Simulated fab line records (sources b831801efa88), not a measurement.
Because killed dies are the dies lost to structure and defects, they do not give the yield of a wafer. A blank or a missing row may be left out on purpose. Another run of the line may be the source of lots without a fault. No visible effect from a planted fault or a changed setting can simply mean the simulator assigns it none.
fab line records	flow sky130
[record] lots = 5	wafers = 15	last-day = 50
route steps=708 shown LDD_P@259 LDD_HVN@267 LDD_HVP@278 LDD_LDN@289 PAD_OPEN@708
lots with no fault: from the same line, run without faults
start-h: hours from the record's first day to the start of the lot's first wafer shown	wait-h: time in hours since the lot's previous step	" unchanged from the row above	L1.1+2: a row that stands for several wafers	- no value present, or no start provided	* or withheld: withheld	< > ~ a bound
route shown NAME@n: names a module that has steps shown in the file, with the first one's number in the route	usual: the fault-free wafers' mean and standard deviation	same: alike in all rows	chamber/n: place in a boat	sites: readings site by site	_std_site: their standard deviation	_edge_site: mean of outer sites minus mean of inner sites	radius-mm: for every site, how far away it sits from the centre of the wafer	mask NAME#n: copy n	behind: the most recent tool/chamber to have shaped the wafer	hold: reason for holding the lot/hours on hold/outcome of the hold	device: names the non-switching transistor (n, p or np)	end of line: the route-end tests of the same wafers	a step with no rows: only its recipe	killed: at the first sort, the dies lost to defects and structure; wafer yield is something else	map: the dies of a wafer, with x for killed, . for not killed, _ for no die there
set.NAME: setting as actually run; set.NAME@STEP: the setting as run at that earlier step	model.NAME: the simulator's own value behind a step, which no gauge read
certain route steps with their lots: each step a table, each wafer a row
services: when a tool's chamber went out of use (start-h, in hours from the record's first day, below 0 if earlier), for how many hours, and the reason
[[steps]]
[step SKY_LDD_P_EXPOSE_04]
[recipe] mask-id = PSDM	na = 0.6	source-shape = conventional	sigma-outer = 0.6	polarization = unpolarized	target-cd-nm = 380	dose-mj = 138
[step SKY_LDD_P_PEB_05]
[recipe] temp-c = withheld	time-s = *	resist = NOVOLAK
[step SKY_LDD_P_DEVELOP_06]
[recipe] resist = NOVOLAK	developer = TMAH	develop-time-s = 60	dev-temp-c = 23
[step SKY_LDD_P_CD_MEAS_07]
[recipe] target-cd-nm = 380
[usual] cd-nm = 380.7/2.5
lot.wafer	tool	chamber	start-h	wait-h	cd-nm
L496.2	cd-sem-01	-	479.73	0.1	379.3
L496.3	"	-	"	"	379.1
L496.4	"	-	"	"	377.5
L505.1	cd-sem-02	-	551.13	0.1	379.8
L505.3	"	-	"	"	383.0
L505.5	"	-	"	"	379.8
L506.3	cd-sem-02	-	567.15	0.1	381.6
L506.4	"	-	"	"	381.7
L506.5	"	-	"	"	382.2
L511.3	cd-sem-02	-	604.65	0.1	378.6
L511.5	"	-	"	"	378.4
L511.6	"	-	"	"	381.5
L514.1	cd-sem-01	-	629.46	0.1	377.3
L514.3	"	-	"	"	378.0
L514.6	"	-	"	"	379.5
[step SKY_LDD_P_OVL_MEAS_08]
[usual] LDD_P_OVL = -0.2/1.2
lot.wafer	tool	chamber	start-h	wait-h	LDD_P_OVL[nm]
L496.2	overlay-02	-	479.83	0.1	-1.4
L496.3	"	-	"	"	-0.3
L496.4	"	-	"	"	-1.0
L505.1	overlay-02	-	551.25	0.1	1.5
L505.3	"	-	"	"	0.2
L505.5	"	-	"	"	1.3
L506.3	overlay-02	-	567.25	0.1	-0.3
L506.4	"	-	"	"	0.3
L506.5	"	-	"	"	0.3
L511.3	overlay-02	-	604.74	0.1	-1.0
L511.5	"	-	"	"	-0.7
L511.6	"	-	"	"	0.3
L514.1	overlay-01	-	629.58	0.1	0.8
L514.3	"	-	"	"	0.2
L514.6	"	-	"	"	0.9
[step SKY_LDD_P_IMPLANT_09]
[recipe] species = BF2	energy-kev = 25	dose-cm2 = 1e+13	tilt-deg = withheld
[step SKY_LDD_P_STRIP_10]
[recipe] chemistry = O2/N2	power-w = 1400	pressure-mtorr = 1500	platen-temp-c = withheld	o2-flow-sccm = 3000	n2-flow-sccm = 300	overash-fraction = 0.5
[usual] drypump-motor-current-A = 5.3/0.38	o2-flow-sccm = 3002/8.2	oes-product-au = 0.715/0.0046	strip-time-to-endpoint-s = 14.18/0.035
lot.wafer	tool	chamber	start-h	wait-h	drypump-motor-current-A	o2-flow-sccm	oes-product-au	rf-hours-counter-h	strip-time-to-endpoint-s
L496.2	plasma-asher-01	0	480.01	0.1	5.1	3015	0.712	5	14.19
L496.3	"	0	"	"	5.1	3002	0.718	-	14.18
L496.4	"	1	"	"	5.0	3006	0.716	-	14.19
L505.1	plasma-asher-03	1	551.43	0.1	5.3	2986	0.713	86	14.16
L505.3	"	1	"	"	5.3	2990	0.705	-	14.16
L505.5	"	1	"	"	5.3	2987	0.712	-	14.17
L506.3	plasma-asher-02	0	567.45	0.1	4.9	2979	0.719	-	14.17
L506.4	"	1	"	"	5.7	3004	0.721	-	14.19
L506.5	"	1	"	"	5.7	3021	0.720	-	14.19
L511.3	plasma-asher-02	1	604.95	0.1	5.7	2991	0.719	-	14.19
L511.5	"	0	"	"	4.9	3012	0.720	-	14.17
L511.6	"	1	"	"	5.7	2997	0.720	-	14.14
L514.1	plasma-asher-02	1	629.77	0.1	5.6	3013	0.708	83	14.21
L514.3	"	1	"	"	5.7	3003	0.715	-	14.21
L514.6	"	1	"	"	5.7	3006	0.718	-	14.26
[step SKY_LDD_P_TW_MEAS_11]
[usual] LDD_P_TW = 635/3.6
lot.wafer	tool	chamber	start-h	wait-h	LDD_P_TW
L496.2	film-metro-01	-	480.12	0.1	637
L496.3	"	-	"	"	640
L496.4	"	-	"	"	633
L505.1	film-metro-03	-	551.53	0.1	632
L505.3	"	-	"	"	631
L505.5	"	-	"	"	634
L506.3	film-metro-01	-	567.54	0.1	635
L506.4	"	-	"	"	636
L506.5	"	-	"	"	635
L511.3	film-metro-01	-	605.03	0.1	634
L511.5	"	-	"	"	638
L511.6	"	-	"	"	635
L514.1	film-metro-03	-	629.87	0.1	627
L514.3	"	-	"	"	629
L514.6	"	-	"	"	627
[step SKY_LDD_HVN_DEHYDRATE_00]
[recipe] temp-c = 200	time-s = 60
[step SKY_LDD_HVN_HMDS_01]
[recipe] prime-time-s = 60	prime-temp-c = 120
[step SKY_LDD_HVN_COAT_02]
[recipe] resist = NOVOLAK	spin-rpm = 3000	resist-thk-nm = 300
[step SKY_LDD_HVN_SOFTBAKE_03]
[recipe] temp-c = 90	time-s = 60	resist = NOVOLAK
[step SKY_LDD_HVN_EXPOSE_04]
[recipe] mask-id = HVNTM	na = 0.6	source-shape = conventional	sigma-outer = 0.6	polarization = unpolarized	target-cd-nm = 700	dose-mj = 127
[usual] stage-vel-mm-s = 499.93/0.25
lot.wafer	tool	chamber	start-h	wait-h	mask	stage-vel-mm-s
L496.2	iline-stepper-01	0	495.01	-	HVNTM#0	500.10
L496.3	"	0	"	"	HVNTM#0	499.75
L496.4	"	0	"	"	HVNTM#0	499.63
L505.1	iline-stepper-01	0	566.26	-	HVPTM#0	500.10
L505.3	"	0	"	"	HVPTM#0	500.07
L505.5	"	0	"	"	HVPTM#0	499.80
L506.3	iline-stepper-02	0	582.92	-	HVNTM#0	500.10
L506.4	"	0	"	"	HVNTM#0	500.14
L506.5	"	0	"	"	HVNTM#0	500.03
L511.3	iline-stepper-01	0	618.73	-	HVNTM#0	499.71
L511.5	"	0	"	"	HVNTM#0	499.83
L511.6	"	0	"	"	HVNTM#0	500.03
L514.1	iline-stepper-01	0	644.65	-	HVNTM#0	500.08
L514.3	"	0	"	"	HVNTM#0	500.08
L514.6	"	0	"	"	HVNTM#0	500.29
[step SKY_LDD_HVN_PEB_05]
[recipe] temp-c = withheld	time-s = *	resist = NOVOLAK
[step SKY_LDD_HVN_DEVELOP_06]
[recipe] resist = NOVOLAK	developer = TMAH	develop-time-s = 60	dev-temp-c = 23
[step SKY_LDD_HVN_OVL_MEAS_07]
[usual] LDD_HVN_OVL = -0.2/1.2
lot.wafer	tool	chamber	start-h	wait-h	LDD_HVN_OVL[nm]
L496.2	overlay-02	-	510.82	0.1	2.2
L496.3	"	-	"	"	-1.4
L496.4	"	-	"	"	-0.1
L505.1	overlay-02	-	581.31	0.1	-
L505.3	"	-	"	"	-
L505.5	"	-	"	"	-
L506.3	overlay-01	-	597.63	0.1	-0.6
L506.4	"	-	"	"	-0.4
L506.5	"	-	"	"	-0.2
L511.3	overlay-02	-	633.19	0.1	0.0
L511.5	"	-	"	"	0.7
L511.6	"	-	"	"	-0.5
L514.1	overlay-01	-	658.11	0.1	0.3
L514.3	"	-	"	"	-0.9
L514.6	"	-	"	"	-1.1
[step SKY_LDD_HVN_IMPLANT_08]
[recipe] species = P	energy-kev = 60	dose-cm2 = 3e+13	tilt-deg = 40
[step SKY_LDD_HVN_STRIP_09]
[recipe] chemistry = O2/N2	power-w = 1400	pressure-mtorr = 1500	platen-temp-c = withheld	o2-flow-sccm = 3000	n2-flow-sccm = 300	overash-fraction = 0.5
[usual] drypump-motor-current-A = 5.4/0.35	o2-flow-sccm = 2998/8.8	oes-product-au = 0.409/0.0051	strip-time-to-endpoint-s = 4.135/0.016
lot.wafer	tool	chamber	start-h	wait-h	drypump-motor-current-A	o2-flow-sccm	oes-product-au	rf-hours-counter-h	strip-time-to-endpoint-s
L496.2	plasma-asher-04	1	511.00	0.1	5.4	3006	0.411	33	4.108
L496.3	"	0	"	"	5.1	2991	0.411	-	4.117
L496.4	"	1	"	"	5.4	3010	0.415	-	4.118
L505.1	plasma-asher-04	1	581.50	0.1	5.4	3007	0.416	40	4.168
L505.3	"	0	"	"	5.1	3004	0.422	-	4.142
L505.5	"	1	"	"	5.4	2989	0.405	-	4.151
L506.3	plasma-asher-04	0	597.83	0.1	5.1	2989	0.413	-	4.137
L506.4	"	1	"	"	5.4	2981	0.398	-	4.123
L506.5	"	0	"	"	5.1	3005	0.404	-	4.119
L511.3	plasma-asher-04	0	633.40	0.1	5.1	2998	0.408	-	4.134
L511.5	"	1	"	"	5.4	3011	0.411	-	4.139
L511.6	"	0	"	"	5.1	2994	0.409	-	4.129
L514.1	plasma-asher-03	0	658.30	0.1	6.1	3004	0.405	97	4.138
L514.3	"	0	"	"	6.1	3013	0.408	-	4.130
L514.6	"	0	"	"	6.1	3009	0.415	-	4.134
[step SKY_LDD_HVN_TW_MEAS_10]
[usual] LDD_HVN_TW = 1435/7.3
lot.wafer	tool	chamber	start-h	wait-h	LDD_HVN_TW
L496.2	film-metro-02	-	511.11	0.1	1435
L496.3	"	-	"	"	1428
L496.4	"	-	"	"	1430
L505.1	film-metro-04	-	581.60	0.1	30
L505.3	"	-	"	"	30
L505.5	"	-	"	"	30
L506.3	film-metro-02	-	597.92	0.1	1427
L506.4	"	-	"	"	1428
L506.5	"	-	"	"	1436
L511.3	film-metro-03	-	633.48	0.1	1424
L511.5	"	-	"	"	1426
L511.6	"	-	"	"	1418
L514.1	film-metro-04	-	658.40	0.1	1440
L514.3	"	-	"	"	1440
L514.6	"	-	"	"	1425
[step SKY_LDD_HVP_DEHYDRATE_00]
[recipe] temp-c = 200	time-s = 60
[step SKY_LDD_HVP_HMDS_01]
[recipe] prime-time-s = 60	prime-temp-c = 120
[step SKY_LDD_HVP_COAT_02]
[recipe] resist = NOVOLAK	spin-rpm = 3000	resist-thk-nm = 300
[step SKY_LDD_HVP_SOFTBAKE_03]
[recipe] temp-c = 90	time-s = 60	resist = NOVOLAK
[step SKY_LDD_HVP_EXPOSE_04]
[recipe] mask-id = HVPTM	na = 0.6	source-shape = conventional	sigma-outer = 0.6	polarization = unpolarized	target-cd-nm = 700	dose-mj = 86
[step SKY_LDD_HVP_PEB_05]
[recipe] temp-c = withheld	time-s = *	resist = NOVOLAK
[step SKY_LDD_HVP_DEVELOP_06]
[recipe] resist = NOVOLAK	developer = TMAH	develop-time-s = 60	dev-temp-c = 23
[step SKY_LDD_HVP_OVL_MEAS_07]
[usual] LDD_HVP_OVL = -0.6/1.3
lot.wafer	tool	chamber	start-h	wait-h	LDD_HVP_OVL[nm]
L496.2	overlay-02	-	540.42	0.1	-0.4
L496.3	"	-	"	"	1.1
L496.4	"	-	"	"	-1.0
L505.1	overlay-01	-	610.96	0.1	-0.2
L505.3	"	-	"	"	-1.7
L505.5	"	-	"	"	0.8
L506.3	overlay-01	-	627.12	0.1	1.4
L506.4	"	-	"	"	2.0
L506.5	"	-	"	"	1.3
L511.3	overlay-02	-	660.92	0.1	-1.6
L511.5	"	-	"	"	0.9
L511.6	"	-	"	"	-1.4
L514.1	overlay-02	-	686.41	0.1	-1.5
L514.3	"	-	"	"	-1.3
L514.6	"	-	"	"	-1.8
[step SKY_LDD_HVP_IMPLANT_08]
[recipe] species = B	energy-kev = 20	dose-cm2 = 1.7e+13	tilt-deg = 17.9
[step SKY_LDD_HVP_STRIP_09]
[recipe] chemistry = O2/N2	power-w = 1400	pressure-mtorr = 1500	platen-temp-c = withheld	o2-flow-sccm = 3000	n2-flow-sccm = 300	overash-fraction = 0.5
[usual] drypump-motor-current-A = 5.4/0.37	o2-flow-sccm = 3000/7.9	oes-product-au = 0.408/0.0047	strip-time-to-endpoint-s = 4.137/0.012
lot.wafer	tool	chamber	start-h	wait-h	drypump-motor-current-A	o2-flow-sccm	oes-product-au	rf-hours-counter-h	strip-time-to-endpoint-s
L496.2	plasma-asher-03	0	540.60	0.1	6.1	3007	0.404	85	4.131
L496.3	"	1	"	"	5.3	2990	0.409	-	4.129
L496.4	"	0	"	"	6.1	3010	0.409	-	4.116
L505.1	plasma-asher-03	1	611.14	0.1	5.3	3005	0.413	92	4.162
L505.3	"	1	"	"	5.3	2991	0.407	-	4.144
L505.5	"	0	"	"	6.1	3010	0.414	-	4.138
L506.3	plasma-asher-01	0	627.33	0.1	5.1	2993	0.408	-	4.128
L506.4	"	1	"	"	5.0	3004	0.406	-	4.123
L506.5	"	1	"	"	5.0	2993	0.413	-	4.139
L511.3	plasma-asher-03	1	661.13	0.1	5.3	2998	0.405	-	4.131
L511.5	"	0	"	"	6.1	3016	0.410	-	4.138
L511.6	"	1	"	"	5.3	2990	0.409	-	4.153
L514.1	plasma-asher-01	0	686.60	0.1	5.1	3007	0.405	26	4.132
L514.3	"	1	"	"	5.0	3007	0.409	-	4.140
L514.6	"	1	"	"	5.0	2998	0.408	-	4.137
[step SKY_LDD_HVP_TW_MEAS_10]
[usual] LDD_HVP_TW = 455.8/2.3
lot.wafer	tool	chamber	start-h	wait-h	LDD_HVP_TW
L496.2	film-metro-01	-	540.71	0.1	455.7
L496.3	"	-	"	"	457.6
L496.4	"	-	"	"	455.3
L505.1	film-metro-04	-	611.24	0.1	1428.3
L505.3	"	-	"	"	1441.3
L505.5	"	-	"	"	1437.6
L506.3	film-metro-01	-	627.41	0.1	454.5
L506.4	"	-	"	"	452.6
L506.5	"	-	"	"	452.5
L511.3	film-metro-02	-	661.21	0.1	458.1
L511.5	"	-	"	"	457.3
L511.6	"	-	"	"	453.8
L514.1	film-metro-02	-	686.70	0.1	460.9
L514.3	"	-	"	"	459.2
L514.6	"	-	"	"	458.3
[step SKY_LDD_LDN_DEHYDRATE_00]
[recipe] temp-c = 200	time-s = 60
[step SKY_PAD_OPEN_PROBE_99]
[usual] killed_at_M0_to_M3 = 44/7.3	killed_at_M4_up = 3.0/1.9	killed-at-contacts = 24/5	killed-at-front-end = 16/4.5	killed-at-other = 0.3/0.46	killed-dies = 87/10	killed-on-rim = 17/3.5	killed-open = 47/8.3	killed-short = 39/6.4
[same] gross-dies = 492	killed-at-back-side = 0
lot.wafer	tool	chamber	start-h	wait-h	killed_at_M0_to_M3	killed_at_M4_up	killed-at-contacts	killed-at-front-end	killed-at-other	killed-dies	killed-on-rim	killed-open	killed-short	model.etest.pfet-g5v0d10v5.r-on-ohm-um	model.etest.pfet_16v.r-on-ohm-um	model.etest.nfet-g5v0d10v5.r-on-ohm-um	model.etest.pfet-g5v0d10v5.drive-ua-um	model.etest.nfet-g5v0d10v5.drive-ua-um	model.etest.nfet_05v0_nvt.drive-ua-um	model.etest.pfet_16v.drive-ua-um	model.etest.ring_5v.delay-ps
L496.2	prober-02	-	1105.28	0.1	52	1	27	19	0	99	14	59	40	4814	1.525e+04	1887	332.6	592.2	562.3	240.7	44.84
L496.3	prober-02	-	1105.33	0.2	46	0	30	10	0	86	21	49	37	4847	1.546e+04	1891	334.1	593.4	566.9	240.3	44.89
L496.4	prober-02	-	1105.38	0.2	41	4	25	8	2	80	12	48	32	4879	1.536e+04	1913	331.1	594.1	563.4	238.6	44.65
L505.1	prober-02	-	1149.18	0.1	41	1	26	423	1	492	96	45	33	6344	1.595e+04	2234	244.2	513.9	532.9	220	57.01
L505.3	prober-02	-	1149.28	0.2	47	4	33	408	0	492	96	61	36	6287	1.591e+04	2233	247.6	514.4	533.7	222.8	57.07
L505.5	prober-02	-	1149.38	0.2	49	8	18	416	1	492	96	50	45	6343	1.575e+04	2215	245.4	517.8	537.9	224.3	56.65
L506.3	prober-02	-	1162.85	0.2	45	6	23	18	0	92	22	52	40	4823	1.535e+04	1885	334.3	593.7	570.4	242.2	44.88
L506.4	prober-02	-	1162.90	0.2	41	5	23	12	0	81	16	43	38	4774	1.521e+04	1858	337.3	610.3	578.9	241.8	44.23
L506.5	prober-02	-	1162.95	0.2	43	1	16	13	1	74	14	33	41	4829	1.521e+04	1896	335.1	600.3	571.7	242.1	44.7
L511.3	prober-01	-	1179.23	0.2	33	6	30	11	0	80	19	47	33	4729	1.519e+04	1874	349.1	621.5	585.9	247	43.76
L511.5	prober-01	-	1179.33	0.2	46	3	31	10	0	90	14	48	42	4759	1.528e+04	1925	340	599.2	570.3	244.6	44.38
L511.6	prober-01	-	1179.38	0.2	43	1	27	20	0	91	18	53	38	4818	1.515e+04	1913	340.9	607	574.5	245.6	44.41
L514.1	prober-02	-	1197.68	0.1	49	4	18	14	0	85	11	36	49	4775	1.57e+04	1871	339.3	604.4	574	240.6	43.89
L514.3	prober-02	-	1197.78	0.2	49	4	34	18	0	105	15	60	45	4830	1.544e+04	1885	334.2	593.8	560.8	241.1	44.67
L514.6	prober-02	-	1197.93	0.2	40	1	28	19	0	88	15	49	39	4852	1.568e+04	1879	332.7	593.9	565.1	239	44.56
// killed by level:class
L496.2 VIA1:geometric-particle:open=14 VIA3:geometric-particle:open=12 CONTACT:geometric-particle:open=9 LI_CONTACT:geometric-particle:open=9 FIELD_ISO:geometric-particle:short=6 POLY_GATE:geometric-particle:short=6 METAL1:geometric-particle:short=6 VIA2:geometric-particle:short=6
L496.3 VIA3:geometric-particle:open=11 CONTACT:geometric-particle:short=10 LI_CONTACT:geometric-particle:open=9 VIA1:geometric-particle:open=9 METAL2:geometric-particle:short=7 VIA2:geometric-particle:open=6 CONTACT:geometric-particle:open=6 METAL1:geometric-particle:short=4
L496.4 VIA1:geometric-particle:open=9 VIA2:geometric-particle:open=9 CONTACT:geometric-particle:open=9 LI_CONTACT:geometric-particle:open=8 VIA3:geometric-particle:open=6 CONTACT:geometric-particle:short=5 METAL1:geometric-particle:short=5 METAL2:geometric-particle:short=5
L505.1 LDD_HVN:area-expose=414 CONTACT:geometric-particle:open=13 LI_CONTACT:geometric-particle:open=8 VIA2:geometric-particle:open=7 VIA1:geometric-particle:open=6 VIA3:geometric-particle:open=6 METAL2:geometric-particle:short=6 FIELD_ISO:geometric-particle:short=4
L505.3 LDD_HVN:area-expose=395 CONTACT:geometric-particle:open=15 LI_CONTACT:geometric-particle:open=10 VIA2:geometric-particle:open=8 VIA1:geometric-particle:open=7 VIA3:geometric-particle:open=7 VIA1:geometric-particle:short=5 METAL1:geometric-particle:short=4
L505.5 LDD_HVN:area-expose=397 VIA1:geometric-particle:open=10 VIA1:geometric-particle:short=8 CONTACT:geometric-particle:open=8 VIA3:geometric-particle:open=7 POLY_GATE:geometric-particle:open=6 VIA2:geometric-particle:open=6 METAL4:geometric-particle:short=6
L506.3 VIA1:geometric-particle:open=12 CONTACT:geometric-particle:open=9 VIA3:geometric-particle:open=7 FIELD_ISO:geometric-particle:open=6 VIA2:geometric-particle:open=6 METAL2:geometric-particle:short=6 LI_CONTACT:geometric-particle:open=5 FIELD_ISO:geometric-particle:short=4
L506.4 METAL1:geometric-particle:short=10 CONTACT:geometric-particle:open=9 VIA3:geometric-particle:open=8 VIA1:geometric-particle:open=6 LI_CONTACT:geometric-particle:open=6 FIELD_ISO:geometric-particle:open=5 METAL4:geometric-particle:short=4 VIA2:geometric-particle:short=4
L506.5 VIA1:geometric-particle:open=10 METAL1:geometric-particle:short=8 LI_CONTACT:geometric-particle:open=7 FIELD_ISO:geometric-particle:short=4 FIELD_ISO:geometric-particle:open=4 LI_CONTACT:geometric-particle:short=4 VIA2:geometric-particle:open=4 VIA3:geometric-particle:short=4
L511.3 CONTACT:geometric-particle:open=16 VIA2:geometric-particle:open=9 VIA1:geometric-particle:open=8 VIA3:geometric-particle:open=6 LOCAL_INTERCONNECT:geometric-particle:short=5 FIELD_ISO:geometric-particle:short=4 METAL4:geometric-particle:short=4 POLY_GATE:geometric-particle:short=4
L511.5 VIA1:geometric-particle:open=17 CONTACT:geometric-particle:open=11 METAL2:geometric-particle:short=8 LOCAL_INTERCONNECT:geometric-particle:short=7 LI_CONTACT:geometric-particle:open=5 VIA3:geometric-particle:open=5 LI_CONTACT:geometric-particle:short=4 CONTACT:geometric-particle:short=4
L511.6 CONTACT:geometric-particle:open=13 VIA1:geometric-particle:open=13 VIA1:geometric-particle:short=8 LI_CONTACT:geometric-particle:open=7 POLY_GATE:geometric-particle:open=6 FIELD_ISO:geometric-particle:short=5 METAL2:geometric-particle:short=4 LOCAL_INTERCONNECT:geometric-particle:short=4
L514.1 METAL1:geometric-particle:short=10 METAL2:geometric-particle:short=8 VIA1:geometric-particle:open=6 VIA2:geometric-particle:open=6 CONTACT:geometric-particle:open=5 VIA1:geometric-particle:short=5 FIELD_ISO:geometric-particle:open=4 FIELD_ISO:geometric-particle:short=4
L514.3 CONTACT:geometric-particle:open=14 VIA1:geometric-particle:open=12 VIA3:geometric-particle:open=12 LI_CONTACT:geometric-particle:open=6 METAL2:geometric-particle:short=6 FIELD_ISO:geometric-particle:open=5 METAL1:geometric-particle:short=5 LOCAL_INTERCONNECT:geometric-particle:short=5
L514.6 CONTACT:geometric-particle:open=13 LI_CONTACT:geometric-particle:open=7 FIELD_ISO:geometric-particle:open=6 VIA1:geometric-particle:open=6 VIA1:geometric-particle:short=5 METAL1:geometric-particle:short=5 VIA2:geometric-particle:open=5 METAL3:geometric-particle:short=4
// map L505.1 (x killed, . not)
__________xxxxxxxxxx_________
________xxxxxxxxxxxxxx_______
______xxxxxxxxxxxxxxxxxx_____
_____xxxxxxxxxxxxxxxxxxxx____
____xxxxxxxxxxxxxxxxxxxxxx___
___xxxxxxxxxxxxxxxxxxxxxxxx__
__xxxxxxxxxxxxxxxxxxxxxxxxxx_
_xxxxxxxxxxxxxxxxxxxxxxxxxxxx
_xxxxxxxxxxxxxxxxxxxxxxxxxxxx
_xxxxxxxxxxxxxxxxxxxxxxxxxxxx
_xxxxxxxxxxxxxxxxxxxxxxxxxxxx
_xxxxxxxxxxxxxxxxxxxxxxxxxxxx
_xxxxxxxxxxxxxxxxxxxxxxxxxxxx
_xxxxxxxxxxxxxxxxxxxxxxxxxxxx
_xxxxxxxxxxxxxxxxxxxxxxxxxxxx
__xxxxxxxxxxxxxxxxxxxxxxxxxx_
___xxxxxxxxxxxxxxxxxxxxxxxx__
____xxxxxxxxxxxxxxxxxxxxxx___
_____xxxxxxxxxxxxxxxxxxxx____
______xxxxxxxxxxxxxxxxxx_____
________xxxxxxxxxxxxxx_______
__________xxxxxxxxxx_________
// map L514.3 (x killed, . not)
__________.x.x.x...x_________
________.....x.......x_______
______.......x...x...x.._____
_____..x....x..x......x..____
____....x....x..x......x..___
___....x...x...x.x....x....__
__x.............xx...x..x..._
_..x...x....x....xx..x..x..x.
_...x.........x......x.......
_.x..x.......x.xx...x.xx....x
_.......x..x..x...xx......x..
_...x.x....x.xx.x..x...x.x..x
_....x........xx...x....x....
_x.x....xx.....x.....xx.x..x.
_.....x.....x........x.......
__.....xx.x..x...x.....x...x_
___x.x...............x..x..__
____....x...xx...x.....x..___
_____....x..xx..x.x..xx..____
______................x._____
________.............._______
__________....x....._________
[[services]]
tool	chamber	start-h	hours	kind
iline-stepper-02	-	456.77	1.7	pm
plasma-asher-04	-	459.67	14.6	pm
plasma-asher-04	-	474.27	28.1	pm
plasma-asher-01	-	481.38	2.2	repair
iline-stepper-01	-	496.48	1.7	pm
plasma-asher-02	-	497.82	1.4	repair
plasma-asher-04	-	504.01	0.9	repair
iline-stepper-01	-	580.70	2.1	pm
iline-stepper-01	-	582.78	-	consumable-replace:lamp
plasma-asher-02	-	661.57	6.3	repair
iline-stepper-02	-	667.04	5.3	repair
iline-stepper-02	-	674.89	1.7	pm
[[key]]
[first-sign] step = SKY_LDD_HVN_EXPOSE_04	reading = mask	direction = changed
[effect] step = SKY_LDD_HVN_OVL_MEAS_07	reading = LDD_HVN_OVL	direction = missing
[effect] step = SKY_LDD_HVN_TW_MEAS_10	reading = LDD_HVN_TW	direction = down	sigmas = 99+	usual = 1435	struck = 30
[effect] step = SKY_LDD_HVP_TW_MEAS_10	reading = LDD_HVP_TW	direction = up	sigmas = 99+	usual = 455.8	struck = 1435.7
[effect] step = SKY_PAD_OPEN_PROBE_99	reading = killed-at-front-end	direction = up	sigmas = 89	usual = 16	struck = 416
[model-effect] step = SKY_PAD_OPEN_PROBE_99	value = etest.pfet-g5v0d10v5.r-on-ohm-um	without = 4739	struck = 6325
[more-kills-born-at] SKY_LDD_HVN_EXPOSE_04@iline-stepper-01 = 1206
met-at SKY_LDD_HVN_EXPOSE_04
struck-wafers L505.1,L505.3,L505.5
tester-left-out L505
onset-between 495.01 566.26
[fault] kind = wrong-mask	tool = any	chamber = -	onset-h = 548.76	steps = SKY_LDD_HVN_EXPOSE_04	aux-copy = HVPTM#0	scope = struck-lots-only
// tester-left-out: of these lots the tester's yield and bins aren't shown, on N5 and GAA mostly nor the transistor test; their killed dies are dies lost to structure and defects alone, not to doping, threshold or leakage, so they don't give the yield
